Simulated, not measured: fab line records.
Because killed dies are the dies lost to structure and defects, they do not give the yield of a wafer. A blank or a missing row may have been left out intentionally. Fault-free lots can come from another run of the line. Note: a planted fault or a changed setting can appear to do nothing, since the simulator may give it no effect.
fab line records / flow sky130
record lots=10 wafers=30 last_day=49
route steps=708 shown GATE_OXIDE@198 RES_PROTECT@214 CONTACT@425 METAL1@449
lots untouched by any fault: they come from a run of this same line in which no faults occurred
start_h: start of the lot's first displayed wafer, in hours after the record's first day / wait_h: hours since the lot's step before / " identical to the entry in the row above / L1.1+2: one row covering several wafers at once / - no value, or no start given / * or withheld: withheld / < > ~ a bound
route shown NAME@n: names a module that has steps shown in the file, with the first one's number in the route / usual: the fault-free wafers' mean and standard deviation / same: alike in all rows / chamber/n: place in a boat / sites: readings site by site / _std_site: standard deviation across them / _edge_site: the outer-site mean with the inner-site mean subtracted / radius_mm: how far each site lies from the wafer's centre / mask NAME#n: copy n / behind: the tool/chamber that last shaped the wafer / hold: reason for holding the lot/hours on hold/outcome of the hold / device: the n, p or np transistor that did not switch / end of line: the tests these same wafers got at the end of their route / step lacking rows: just its recipe / killed: dies that structure and defects cost at the first sort, which is not the same as the wafer's yield / map: the dies of a wafer, with x for killed, . for not killed, _ for no die there
set.NAME: setting as actually run; set.NAME@STEP: the setting as run at that earlier step / model.NAME: the simulator's own value behind a step, which no gauge read
route steps across a sampled set of lots; one table per step, one row per wafer
services: when a tool's chamber went out of use (start_h, in hours from the record's first day, below 0 if earlier), for how many hours, and the reason
## steps
# step SKY_GATE_OXIDE_IMPLANT_11
# recipe species=B energy_kev=10 dose_cm2=2.6e+12 tilt_deg=withheld
# usual end_station_pressure_torr=5.03e-06/2.7e-07 implant_ion_amu=11/0
lot.wafer=L976.1 tool=implanter-03 chamber=0 start_h=300.61 wait_h=0.0 end_station_pressure_torr=4.85e-06 implant_ion_amu=11
lot.wafer=L976.5 tool=implanter-03 chamber=0 start_h=300.61 wait_h=0.0 end_station_pressure_torr=5.1e-06 implant_ion_amu=11
lot.wafer=L976.6 tool=implanter-03 chamber=0 start_h=300.61 wait_h=0.0 end_station_pressure_torr=5.33e-06 implant_ion_amu=11
lot.wafer=L977.1 tool=implanter-03 chamber=0 start_h=306.30 wait_h=0.0 end_station_pressure_torr=4.72e-06 implant_ion_amu=11
lot.wafer=L977.5 tool=implanter-03 chamber=0 start_h=306.30 wait_h=0.0 end_station_pressure_torr=5.17e-06 implant_ion_amu=11
lot.wafer=L977.6 tool=implanter-03 chamber=0 start_h=306.30 wait_h=0.0 end_station_pressure_torr=5.06e-06 implant_ion_amu=11
lot.wafer=L978.3 tool=implanter-02 chamber=0 start_h=313.41 wait_h=0.1 end_station_pressure_torr=4.7e-06 implant_ion_amu=11
lot.wafer=L978.4 tool=implanter-02 chamber=0 start_h=313.41 wait_h=0.1 end_station_pressure_torr=5.18e-06 implant_ion_amu=11
lot.wafer=L978.5 tool=implanter-02 chamber=0 start_h=313.41 wait_h=0.1 end_station_pressure_torr=5.12e-06 implant_ion_amu=11
lot.wafer=L979.3 tool=implanter-03 chamber=0 start_h=317.26 wait_h=0.1 end_station_pressure_torr=5.45e-06 implant_ion_amu=11
lot.wafer=L979.4 tool=implanter-03 chamber=0 start_h=317.26 wait_h=0.1 end_station_pressure_torr=5.21e-06 implant_ion_amu=11
lot.wafer=L979.6 tool=implanter-03 chamber=0 start_h=317.26 wait_h=0.1 end_station_pressure_torr=4.85e-06 implant_ion_amu=11
lot.wafer=L980.1 tool=implanter-02 chamber=0 start_h=323.76 wait_h=0.0 end_station_pressure_torr=4.84e-06 implant_ion_amu=11
lot.wafer=L980.2 tool=implanter-02 chamber=0 start_h=323.76 wait_h=0.0 end_station_pressure_torr=5.14e-06 implant_ion_amu=11
lot.wafer=L980.3 tool=implanter-02 chamber=0 start_h=323.76 wait_h=0.0 end_station_pressure_torr=5.17e-06 implant_ion_amu=11
lot.wafer=L981.1 tool=implanter-03 chamber=0 start_h=333.76 wait_h=0.0 end_station_pressure_torr=4.64e-06 implant_ion_amu=11
lot.wafer=L981.2 tool=implanter-03 chamber=0 start_h=333.76 wait_h=0.0 end_station_pressure_torr=4.84e-06 implant_ion_amu=11
lot.wafer=L981.5 tool=implanter-03 chamber=0 start_h=333.76 wait_h=0.0 end_station_pressure_torr=5.13e-06 implant_ion_amu=11
lot.wafer=L985.2 tool=implanter-03 chamber=0 start_h=371.32 wait_h=0.0 end_station_pressure_torr=5.03e-06 implant_ion_amu=11
lot.wafer=L985.4 tool=implanter-03 chamber=0 start_h=371.32 wait_h=0.0 end_station_pressure_torr=4.92e-06 implant_ion_amu=11
lot.wafer=L985.6 tool=implanter-03 chamber=0 start_h=371.32 wait_h=0.0 end_station_pressure_torr=5.5e-06 implant_ion_amu=11
lot.wafer=L986.1 tool=implanter-02 chamber=0 start_h=382.96 wait_h=0.0 end_station_pressure_torr=4.97e-06 implant_ion_amu=11
lot.wafer=L986.4 tool=implanter-02 chamber=0 start_h=382.96 wait_h=0.0 end_station_pressure_torr=5.02e-06 implant_ion_amu=11
lot.wafer=L986.6 tool=implanter-02 chamber=0 start_h=382.96 wait_h=0.0 end_station_pressure_torr=5.06e-06 implant_ion_amu=11
lot.wafer=L990.2 tool=implanter-02 chamber=0 start_h=425.09 wait_h=0.0 end_station_pressure_torr=4.91e-06 implant_ion_amu=49
lot.wafer=L990.3 tool=implanter-02 chamber=0 start_h=425.09 wait_h=0.0 end_station_pressure_torr=4.87e-06 implant_ion_amu=49
lot.wafer=L990.6 tool=implanter-02 chamber=0 start_h=425.09 wait_h=0.0 end_station_pressure_torr=5.32e-06 implant_ion_amu=49
lot.wafer=L991.2 tool=implanter-01 chamber=0 start_h=434.68 wait_h=0.0 end_station_pressure_torr=5.08e-06 implant_ion_amu=49
lot.wafer=L991.5 tool=implanter-01 chamber=0 start_h=434.68 wait_h=0.0 end_station_pressure_torr=5.06e-06 implant_ion_amu=49
lot.wafer=L991.6 tool=implanter-01 chamber=0 start_h=434.68 wait_h=0.0 end_station_pressure_torr=5.24e-06 implant_ion_amu=49
# step SKY_GATE_OXIDE_TW_MEAS_14
# usual GATE_OXIDE_TW=225.1/1
lot.wafer=L976.1 tool=film_metro-02 chamber=- start_h=300.96 wait_h=0.1 GATE_OXIDE_TW=223.9
lot.wafer=L976.5 tool=film_metro-02 chamber=- start_h=300.96 wait_h=0.1 GATE_OXIDE_TW=224.2
lot.wafer=L976.6 tool=film_metro-02 chamber=- start_h=300.96 wait_h=0.1 GATE_OXIDE_TW=225.1
lot.wafer=L977.1 tool=film_metro-04 chamber=- start_h=306.65 wait_h=0.1 GATE_OXIDE_TW=225.5
lot.wafer=L977.5 tool=film_metro-04 chamber=- start_h=306.65 wait_h=0.1 GATE_OXIDE_TW=224.3
lot.wafer=L977.6 tool=film_metro-04 chamber=- start_h=306.65 wait_h=0.1 GATE_OXIDE_TW=224.2
lot.wafer=L978.3 tool=film_metro-04 chamber=- start_h=313.79 wait_h=0.1 GATE_OXIDE_TW=225.3
lot.wafer=L978.4 tool=film_metro-04 chamber=- start_h=313.79 wait_h=0.1 GATE_OXIDE_TW=225.0
lot.wafer=L978.5 tool=film_metro-04 chamber=- start_h=313.79 wait_h=0.1 GATE_OXIDE_TW=227.3
lot.wafer=L979.3 tool=film_metro-02 chamber=- start_h=317.59 wait_h=0.1 GATE_OXIDE_TW=225.0
lot.wafer=L979.4 tool=film_metro-02 chamber=- start_h=317.59 wait_h=0.1 GATE_OXIDE_TW=225.4
lot.wafer=L979.6 tool=film_metro-02 chamber=- start_h=317.59 wait_h=0.1 GATE_OXIDE_TW=226.0
lot.wafer=L980.1 tool=film_metro-04 chamber=- start_h=324.22 wait_h=0.1 GATE_OXIDE_TW=226.6
lot.wafer=L980.2 tool=film_metro-04 chamber=- start_h=324.22 wait_h=0.1 GATE_OXIDE_TW=226.3
lot.wafer=L980.3 tool=film_metro-04 chamber=- start_h=324.22 wait_h=0.1 GATE_OXIDE_TW=226.9
lot.wafer=L981.1 tool=film_metro-03 chamber=- start_h=334.22 wait_h=0.1 GATE_OXIDE_TW=223.6
lot.wafer=L981.2 tool=film_metro-03 chamber=- start_h=334.22 wait_h=0.1 GATE_OXIDE_TW=223.9
lot.wafer=L981.5 tool=film_metro-03 chamber=- start_h=334.22 wait_h=0.1 GATE_OXIDE_TW=223.6
lot.wafer=L985.2 tool=film_metro-04 chamber=- start_h=371.66 wait_h=0.1 GATE_OXIDE_TW=225.0
lot.wafer=L985.4 tool=film_metro-04 chamber=- start_h=371.66 wait_h=0.1 GATE_OXIDE_TW=226.1
lot.wafer=L985.6 tool=film_metro-04 chamber=- start_h=371.66 wait_h=0.1 GATE_OXIDE_TW=226.2
lot.wafer=L986.1 tool=film_metro-04 chamber=- start_h=383.31 wait_h=0.1 GATE_OXIDE_TW=224.8
lot.wafer=L986.4 tool=film_metro-04 chamber=- start_h=383.31 wait_h=0.1 GATE_OXIDE_TW=225.7
lot.wafer=L986.6 tool=film_metro-04 chamber=- start_h=383.31 wait_h=0.1 GATE_OXIDE_TW=225.1
lot.wafer=L990.2 tool=film_metro-04 chamber=- start_h=425.43 wait_h=0.1 GATE_OXIDE_TW=326.4
lot.wafer=L990.3 tool=film_metro-04 chamber=- start_h=425.43 wait_h=0.1 GATE_OXIDE_TW=325.9
lot.wafer=L990.6 tool=film_metro-04 chamber=- start_h=425.43 wait_h=0.1 GATE_OXIDE_TW=328.8
lot.wafer=L991.2 tool=film_metro-02 chamber=- start_h=435.03 wait_h=0.1 GATE_OXIDE_TW=324.9
lot.wafer=L991.5 tool=film_metro-02 chamber=- start_h=435.03 wait_h=0.1 GATE_OXIDE_TW=324.9
lot.wafer=L991.6 tool=film_metro-02 chamber=- start_h=435.03 wait_h=0.1 GATE_OXIDE_TW=324.8
# step SKY_RES_PROTECT_STRIP_07
# recipe chemistry=O2/N2 power_w=1400 pressure_mtorr=1500 platen_temp_c=withheld o2_flow_sccm=3000 n2_flow_sccm=300 overash_fraction=0.5
# usual drypump_motor_current_A=5.8/0.38 oes_product_au=0.517/0.0049 strip_time_to_endpoint_s=23.28/0.046
lot.wafer=L976.1 tool=plasma_asher-02 chamber=1 start_h=330.08 wait_h=0.1 drypump_motor_current_A=5.6 oes_product_au=0.520 rf_hours_counter_h=21 strip_time_to_endpoint_s=23.35
lot.wafer=L976.5 tool=plasma_asher-02 chamber=1 start_h=330.08 wait_h=0.1 drypump_motor_current_A=5.6 oes_product_au=0.526 rf_hours_counter_h=- strip_time_to_endpoint_s=23.37
lot.wafer=L976.6 tool=plasma_asher-02 chamber=0 start_h=330.08 wait_h=0.1 drypump_motor_current_A=5.8 oes_product_au=0.524 rf_hours_counter_h=- strip_time_to_endpoint_s=23.35
lot.wafer=L977.1 tool=plasma_asher-03 chamber=0 start_h=333.77 wait_h=0.1 drypump_motor_current_A=6.4 oes_product_au=0.521 rf_hours_counter_h=64 strip_time_to_endpoint_s=23.34
lot.wafer=L977.5 tool=plasma_asher-03 chamber=1 start_h=333.77 wait_h=0.1 drypump_motor_current_A=6.0 oes_product_au=0.523 rf_hours_counter_h=- strip_time_to_endpoint_s=23.35
lot.wafer=L977.6 tool=plasma_asher-03 chamber=0 start_h=333.77 wait_h=0.1 drypump_motor_current_A=6.4 oes_product_au=0.519 rf_hours_counter_h=- strip_time_to_endpoint_s=23.33
lot.wafer=L978.3 tool=plasma_asher-04 chamber=0 start_h=344.65 wait_h=0.1 drypump_motor_current_A=5.2 oes_product_au=0.526 rf_hours_counter_h=- strip_time_to_endpoint_s=23.34
lot.wafer=L978.4 tool=plasma_asher-04 chamber=1 start_h=344.65 wait_h=0.1 drypump_motor_current_A=5.9 oes_product_au=0.525 rf_hours_counter_h=- strip_time_to_endpoint_s=23.34
lot.wafer=L978.5 tool=plasma_asher-04 chamber=0 start_h=344.65 wait_h=0.1 drypump_motor_current_A=5.2 oes_product_au=0.519 rf_hours_counter_h=- strip_time_to_endpoint_s=23.31
lot.wafer=L979.3 tool=plasma_asher-04 chamber=1 start_h=349.00 wait_h=0.1 drypump_motor_current_A=5.8 oes_product_au=0.515 rf_hours_counter_h=- strip_time_to_endpoint_s=23.30
lot.wafer=L979.4 tool=plasma_asher-04 chamber=0 start_h=349.00 wait_h=0.1 drypump_motor_current_A=5.2 oes_product_au=0.521 rf_hours_counter_h=- strip_time_to_endpoint_s=23.30
lot.wafer=L979.6 tool=plasma_asher-04 chamber=0 start_h=349.00 wait_h=0.1 drypump_motor_current_A=5.3 oes_product_au=0.513 rf_hours_counter_h=- strip_time_to_endpoint_s=23.29
lot.wafer=L980.1 tool=plasma_asher-04 chamber=0 start_h=356.07 wait_h=0.1 drypump_motor_current_A=5.2 oes_product_au=0.518 rf_hours_counter_h=52 strip_time_to_endpoint_s=23.21
lot.wafer=L980.2 tool=plasma_asher-04 chamber=1 start_h=356.07 wait_h=0.1 drypump_motor_current_A=5.8 oes_product_au=0.517 rf_hours_counter_h=52 strip_time_to_endpoint_s=23.23
lot.wafer=L980.3 tool=plasma_asher-04 chamber=0 start_h=356.07 wait_h=0.1 drypump_motor_current_A=5.2 oes_product_au=0.527 rf_hours_counter_h=- strip_time_to_endpoint_s=23.24
lot.wafer=L981.1 tool=plasma_asher-02 chamber=0 start_h=365.27 wait_h=0.1 drypump_motor_current_A=5.9 oes_product_au=0.523 rf_hours_counter_h=23 strip_time_to_endpoint_s=23.36
lot.wafer=L981.2 tool=plasma_asher-02 chamber=1 start_h=365.27 wait_h=0.1 drypump_motor_current_A=5.6 oes_product_au=0.523 rf_hours_counter_h=23 strip_time_to_endpoint_s=23.38
lot.wafer=L981.5 tool=plasma_asher-02 chamber=0 start_h=365.27 wait_h=0.1 drypump_motor_current_A=5.9 oes_product_au=0.518 rf_hours_counter_h=- strip_time_to_endpoint_s=23.43
lot.wafer=L985.2 tool=plasma_asher-04 chamber=0 start_h=403.92 wait_h=0.1 drypump_motor_current_A=5.3 oes_product_au=0.520 rf_hours_counter_h=56 strip_time_to_endpoint_s=23.29
lot.wafer=L985.4 tool=plasma_asher-04 chamber=0 start_h=403.92 wait_h=0.1 drypump_motor_current_A=5.2 oes_product_au=0.520 rf_hours_counter_h=- strip_time_to_endpoint_s=23.31
lot.wafer=L985.6 tool=plasma_asher-04 chamber=0 start_h=403.92 wait_h=0.1 drypump_motor_current_A=5.3 oes_product_au=0.518 rf_hours_counter_h=- strip_time_to_endpoint_s=23.32
lot.wafer=L986.1 tool=plasma_asher-04 chamber=1 start_h=415.92 wait_h=0.1 drypump_motor_current_A=5.9 oes_product_au=0.512 rf_hours_counter_h=57 strip_time_to_endpoint_s=23.29
lot.wafer=L986.4 tool=plasma_asher-04 chamber=1 start_h=415.92 wait_h=0.1 drypump_motor_current_A=5.8 oes_product_au=0.512 rf_hours_counter_h=- strip_time_to_endpoint_s=23.23
lot.wafer=L986.6 tool=plasma_asher-04 chamber=1 start_h=415.92 wait_h=0.1 drypump_motor_current_A=5.8 oes_product_au=0.518 rf_hours_counter_h=- strip_time_to_endpoint_s=23.29
lot.wafer=L990.2 tool=plasma_asher-04 chamber=0 start_h=460.28 wait_h=0.1 drypump_motor_current_A=5.2 oes_product_au=0.517 rf_hours_counter_h=62 strip_time_to_endpoint_s=23.26
lot.wafer=L990.3 tool=plasma_asher-04 chamber=0 start_h=460.28 wait_h=0.1 drypump_motor_current_A=5.3 oes_product_au=0.516 rf_hours_counter_h=- strip_time_to_endpoint_s=23.25
lot.wafer=L990.6 tool=plasma_asher-04 chamber=1 start_h=460.28 wait_h=0.1 drypump_motor_current_A=5.9 oes_product_au=0.517 rf_hours_counter_h=- strip_time_to_endpoint_s=23.26
lot.wafer=L991.2 tool=plasma_asher-03 chamber=0 start_h=469.91 wait_h=0.1 drypump_motor_current_A=6.4 oes_product_au=0.525 rf_hours_counter_h=4 strip_time_to_endpoint_s=23.28
lot.wafer=L991.5 tool=plasma_asher-03 chamber=0 start_h=469.91 wait_h=0.1 drypump_motor_current_A=6.4 oes_product_au=0.507 rf_hours_counter_h=- strip_time_to_endpoint_s=23.24
lot.wafer=L991.6 tool=plasma_asher-03 chamber=1 start_h=469.91 wait_h=0.1 drypump_motor_current_A=6.0 oes_product_au=0.516 rf_hours_counter_h=- strip_time_to_endpoint_s=23.25
# step SKY_CONTACT_STRIP_19
# recipe chemistry=O2/N2 power_w=1400 pressure_mtorr=1500 platen_temp_c=withheld o2_flow_sccm=3000 n2_flow_sccm=300 overash_fraction=0.5
# usual drypump_motor_current_A=6.1/0.36 oes_product_au=0.381/0.0047 strip_time_to_endpoint_s=3.62/0.034
lot.wafer=L976.1 tool=plasma_asher-04 chamber=0 start_h=732.70 wait_h=- drypump_motor_current_A=5.2 oes_product_au=0.386 rf_hours_counter_h=88 strip_time_to_endpoint_s=3.62
lot.wafer=L976.5 tool=plasma_asher-04 chamber=1 start_h=732.70 wait_h=- drypump_motor_current_A=5.9 oes_product_au=0.381 rf_hours_counter_h=- strip_time_to_endpoint_s=3.64
lot.wafer=L976.6 tool=plasma_asher-04 chamber=0 start_h=732.70 wait_h=- drypump_motor_current_A=5.2 oes_product_au=0.379 rf_hours_counter_h=- strip_time_to_endpoint_s=3.58
lot.wafer=L977.1 tool=plasma_asher-03 chamber=0 start_h=732.72 wait_h=- drypump_motor_current_A=6.4 oes_product_au=0.379 rf_hours_counter_h=29 strip_time_to_endpoint_s=3.62
lot.wafer=L977.5 tool=plasma_asher-03 chamber=0 start_h=732.72 wait_h=- drypump_motor_current_A=6.4 oes_product_au=0.374 rf_hours_counter_h=- strip_time_to_endpoint_s=3.62
lot.wafer=L977.6 tool=plasma_asher-03 chamber=1 start_h=732.72 wait_h=- drypump_motor_current_A=6.0 oes_product_au=0.374 rf_hours_counter_h=- strip_time_to_endpoint_s=3.62
lot.wafer=L978.3 tool=plasma_asher-01 chamber=1 start_h=743.14 wait_h=- drypump_motor_current_A=5.9 oes_product_au=0.382 rf_hours_counter_h=- strip_time_to_endpoint_s=3.65
lot.wafer=L978.4 tool=plasma_asher-01 chamber=0 start_h=743.14 wait_h=- drypump_motor_current_A=6.4 oes_product_au=0.381 rf_hours_counter_h=- strip_time_to_endpoint_s=3.63
lot.wafer=L978.5 tool=plasma_asher-01 chamber=0 start_h=743.14 wait_h=- drypump_motor_current_A=6.4 oes_product_au=0.374 rf_hours_counter_h=- strip_time_to_endpoint_s=3.58
lot.wafer=L979.3 tool=plasma_asher-01 chamber=1 start_h=746.54 wait_h=- drypump_motor_current_A=5.9 oes_product_au=0.378 rf_hours_counter_h=- strip_time_to_endpoint_s=3.56
lot.wafer=L979.4 tool=plasma_asher-01 chamber=0 start_h=746.54 wait_h=- drypump_motor_current_A=6.4 oes_product_au=0.380 rf_hours_counter_h=- strip_time_to_endpoint_s=3.61
lot.wafer=L979.6 tool=plasma_asher-01 chamber=0 start_h=746.54 wait_h=- drypump_motor_current_A=6.4 oes_product_au=0.372 rf_hours_counter_h=- strip_time_to_endpoint_s=3.62
lot.wafer=L980.1 tool=plasma_asher-01 chamber=0 start_h=750.95 wait_h=- drypump_motor_current_A=6.4 oes_product_au=0.383 rf_hours_counter_h=1 strip_time_to_endpoint_s=3.61
lot.wafer=L980.2 tool=plasma_asher-01 chamber=1 start_h=750.95 wait_h=- drypump_motor_current_A=5.9 oes_product_au=0.386 rf_hours_counter_h=1 strip_time_to_endpoint_s=3.66
lot.wafer=L980.3 tool=plasma_asher-01 chamber=0 start_h=750.95 wait_h=- drypump_motor_current_A=6.4 oes_product_au=0.384 rf_hours_counter_h=- strip_time_to_endpoint_s=3.67
lot.wafer=L981.1 tool=plasma_asher-03 chamber=0 start_h=764.30 wait_h=- drypump_motor_current_A=6.4 oes_product_au=0.383 rf_hours_counter_h=32 strip_time_to_endpoint_s=3.63
lot.wafer=L981.2 tool=plasma_asher-03 chamber=1 start_h=764.30 wait_h=- drypump_motor_current_A=6.0 oes_product_au=0.376 rf_hours_counter_h=32 strip_time_to_endpoint_s=3.59
lot.wafer=L981.5 tool=plasma_asher-03 chamber=0 start_h=764.30 wait_h=- drypump_motor_current_A=6.4 oes_product_au=0.376 rf_hours_counter_h=- strip_time_to_endpoint_s=3.55
lot.wafer=L985.2 tool=plasma_asher-04 chamber=1 start_h=803.67 wait_h=- drypump_motor_current_A=5.9 oes_product_au=0.378 rf_hours_counter_h=95 strip_time_to_endpoint_s=3.56
lot.wafer=L985.4 tool=plasma_asher-04 chamber=1 start_h=803.67 wait_h=- drypump_motor_current_A=5.8 oes_product_au=0.387 rf_hours_counter_h=- strip_time_to_endpoint_s=3.64
lot.wafer=L985.6 tool=plasma_asher-04 chamber=0 start_h=803.67 wait_h=- drypump_motor_current_A=5.2 oes_product_au=0.384 rf_hours_counter_h=- strip_time_to_endpoint_s=3.62
lot.wafer=L986.1 tool=plasma_asher-03 chamber=1 start_h=811.85 wait_h=- drypump_motor_current_A=6.0 oes_product_au=0.385 rf_hours_counter_h=37 strip_time_to_endpoint_s=3.65
lot.wafer=L986.4 tool=plasma_asher-03 chamber=1 start_h=811.85 wait_h=- drypump_motor_current_A=6.0 oes_product_au=0.380 rf_hours_counter_h=- strip_time_to_endpoint_s=3.63
lot.wafer=L986.6 tool=plasma_asher-03 chamber=1 start_h=811.85 wait_h=- drypump_motor_current_A=6.0 oes_product_au=0.387 rf_hours_counter_h=- strip_time_to_endpoint_s=3.61
lot.wafer=L990.2 tool=plasma_asher-01 chamber=0 start_h=847.87 wait_h=- drypump_motor_current_A=6.4 oes_product_au=0.386 rf_hours_counter_h=10 strip_time_to_endpoint_s=3.60
lot.wafer=L990.3 tool=plasma_asher-01 chamber=1 start_h=847.87 wait_h=- drypump_motor_current_A=5.9 oes_product_au=0.379 rf_hours_counter_h=- strip_time_to_endpoint_s=3.56
lot.wafer=L990.6 tool=plasma_asher-01 chamber=0 start_h=847.87 wait_h=- drypump_motor_current_A=6.4 oes_product_au=0.385 rf_hours_counter_h=- strip_time_to_endpoint_s=3.60
lot.wafer=L991.2 tool=plasma_asher-03 chamber=0 start_h=858.00 wait_h=- drypump_motor_current_A=6.4 oes_product_au=0.376 rf_hours_counter_h=42 strip_time_to_endpoint_s=3.60
lot.wafer=L991.5 tool=plasma_asher-03 chamber=0 start_h=858.00 wait_h=- drypump_motor_current_A=6.4 oes_product_au=0.377 rf_hours_counter_h=- strip_time_to_endpoint_s=3.63
lot.wafer=L991.6 tool=plasma_asher-03 chamber=1 start_h=858.00 wait_h=- drypump_motor_current_A=6.0 oes_product_au=0.382 rf_hours_counter_h=- strip_time_to_endpoint_s=3.58
# step SKY_METAL1_CD_MEAS_15
# recipe target_cd_nm=140
# usual cd_nm=139.7/1.6
lot.wafer=L976.1 tool=cd_sem-02 chamber=- start_h=761.47 wait_h=- cd_nm=139.3
lot.wafer=L976.5 tool=cd_sem-02 chamber=- start_h=761.47 wait_h=- cd_nm=138.0
lot.wafer=L976.6 tool=cd_sem-02 chamber=- start_h=761.47 wait_h=- cd_nm=139.2
lot.wafer=L977.1 tool=cd_sem-01 chamber=- start_h=761.56 wait_h=- cd_nm=140.3
lot.wafer=L977.5 tool=cd_sem-01 chamber=- start_h=761.56 wait_h=- cd_nm=140.6
lot.wafer=L977.6 tool=cd_sem-01 chamber=- start_h=761.56 wait_h=- cd_nm=141.8
lot.wafer=L978.3 tool=cd_sem-01 chamber=- start_h=772.01 wait_h=- cd_nm=141.1
lot.wafer=L978.4 tool=cd_sem-01 chamber=- start_h=772.01 wait_h=- cd_nm=138.9
lot.wafer=L978.5 tool=cd_sem-01 chamber=- start_h=772.01 wait_h=- cd_nm=140.9
lot.wafer=L979.3 tool=cd_sem-02 chamber=- start_h=776.85 wait_h=- cd_nm=135.5
lot.wafer=L979.4 tool=cd_sem-02 chamber=- start_h=776.85 wait_h=- cd_nm=136.5
lot.wafer=L979.6 tool=cd_sem-02 chamber=- start_h=776.85 wait_h=- cd_nm=136.2
lot.wafer=L980.1 tool=cd_sem-02 chamber=- start_h=781.57 wait_h=- cd_nm=139.7
lot.wafer=L980.2 tool=cd_sem-02 chamber=- start_h=781.57 wait_h=- cd_nm=139.3
lot.wafer=L980.3 tool=cd_sem-02 chamber=- start_h=781.57 wait_h=- cd_nm=138.0
lot.wafer=L981.1 tool=cd_sem-02 chamber=- start_h=794.27 wait_h=- cd_nm=140.2
lot.wafer=L981.2 tool=cd_sem-02 chamber=- start_h=794.27 wait_h=- cd_nm=140.2
lot.wafer=L981.5 tool=cd_sem-02 chamber=- start_h=794.27 wait_h=- cd_nm=140.8
lot.wafer=L985.2 tool=cd_sem-02 chamber=- start_h=830.93 wait_h=- cd_nm=137.2
lot.wafer=L985.4 tool=cd_sem-02 chamber=- start_h=830.93 wait_h=- cd_nm=138.6
lot.wafer=L985.6 tool=cd_sem-02 chamber=- start_h=830.93 wait_h=- cd_nm=139.1
lot.wafer=L986.1 tool=cd_sem-01 chamber=- start_h=839.31 wait_h=- cd_nm=139.0
lot.wafer=L986.4 tool=cd_sem-01 chamber=- start_h=839.31 wait_h=- cd_nm=139.9
lot.wafer=L986.6 tool=cd_sem-01 chamber=- start_h=839.31 wait_h=- cd_nm=139.9
lot.wafer=L990.2 tool=cd_sem-02 chamber=- start_h=875.29 wait_h=- cd_nm=141.5
lot.wafer=L990.3 tool=cd_sem-02 chamber=- start_h=875.29 wait_h=- cd_nm=141.5
lot.wafer=L990.6 tool=cd_sem-02 chamber=- start_h=875.29 wait_h=- cd_nm=141.4
lot.wafer=L991.2 tool=cd_sem-01 chamber=- start_h=885.54 wait_h=- cd_nm=142.3
lot.wafer=L991.5 tool=cd_sem-01 chamber=- start_h=885.54 wait_h=- cd_nm=142.7
lot.wafer=L991.6 tool=cd_sem-01 chamber=- start_h=885.54 wait_h=- cd_nm=142.1
## services
tool=plasma_asher-03 chamber=- start_h=348.15 hours=7.2 kind=repair
tool=plasma_asher-03 chamber=- start_h=403.94 hours=1.8 kind=repair
tool=plasma_asher-03 chamber=- start_h=421.25 hours=9.0 kind=pm
tool=implanter-03 chamber=- start_h=430.54 hours=1.2 kind=repair
tool=implanter-03 chamber=- start_h=430.81 hours=1.9 kind=repair
tool=implanter-02 chamber=- start_h=432.74 hours=15.7 kind=pm
tool=implanter-03 chamber=- start_h=456.87 hours=3.0 kind=repair
tool=implanter-03 chamber=- start_h=464.69 hours=8.4 kind=repair
tool=plasma_asher-01 chamber=- start_h=481.92 hours=4.3 kind=repair
tool=plasma_asher-03 chamber=- start_h=483.82 hours=0.5 kind=repair
tool=plasma_asher-01 chamber=- start_h=498.80 hours=8.8 kind=repair
tool=implanter-02 chamber=- start_h=502.09 hours=19.0 kind=repair
tool=plasma_asher-03 chamber=- start_h=535.53 hours=1.2 kind=repair
tool=plasma_asher-04 chamber=- start_h=550.75 hours=0.4 kind=repair
tool=plasma_asher-03 chamber=- start_h=552.25 hours=15.6 kind=pm
tool=plasma_asher-04 chamber=- start_h=564.62 hours=14.6 kind=pm
tool=plasma_asher-03 chamber=- start_h=596.08 hours=0.3 kind=repair
tool=implanter-03 chamber=- start_h=623.32 hours=2.8 kind=repair
tool=implanter-03 chamber=- start_h=630.82 hours=5.2 kind=pm
tool=plasma_asher-03 chamber=- start_h=642.81 hours=1.4 kind=repair
tool=plasma_asher-03 chamber=- start_h=659.61 hours=1.0 kind=repair
tool=plasma_asher-04 chamber=- start_h=669.30 hours=2.4 kind=repair
tool=implanter-03 chamber=- start_h=743.09 hours=3.6 kind=pm
tool=plasma_asher-04 chamber=- start_h=766.65 hours=2.8 kind=pm
## key
first_sign step=SKY_GATE_OXIDE_IMPLANT_11 reading=implant_ion_amu direction=up sigmas=99+ usual=11 struck=49
effect step=SKY_GATE_OXIDE_TW_MEAS_14 reading=GATE_OXIDE_TW direction=up sigmas=99+ usual=225.1 struck=325.9
met_at SKY_GATE_OXIDE_IMPLANT_11
struck_lots L990,L991
tester_left_out L990,L991
not_acting_at SKY_RES_PROTECT_STRIP_07,SKY_CONTACT_STRIP_19,SKY_METAL1_CD_MEAS_15
onset_between 382.96 425.09
fault kind=wrong_recipe_download tool=implanter-01,implanter-02,implanter-03 chamber=- onset_h=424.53 steps=SKY_GATE_OXIDE_IMPLANT_11 wrong_recipe.not_listed=1
# tester_left_out: of these lots the tester's yield and bins aren't shown, on N5 and GAA mostly nor the transistor test; their killed dies are dies lost to structure and defects alone, not to doping, threshold or leakage, so they don't give the yield
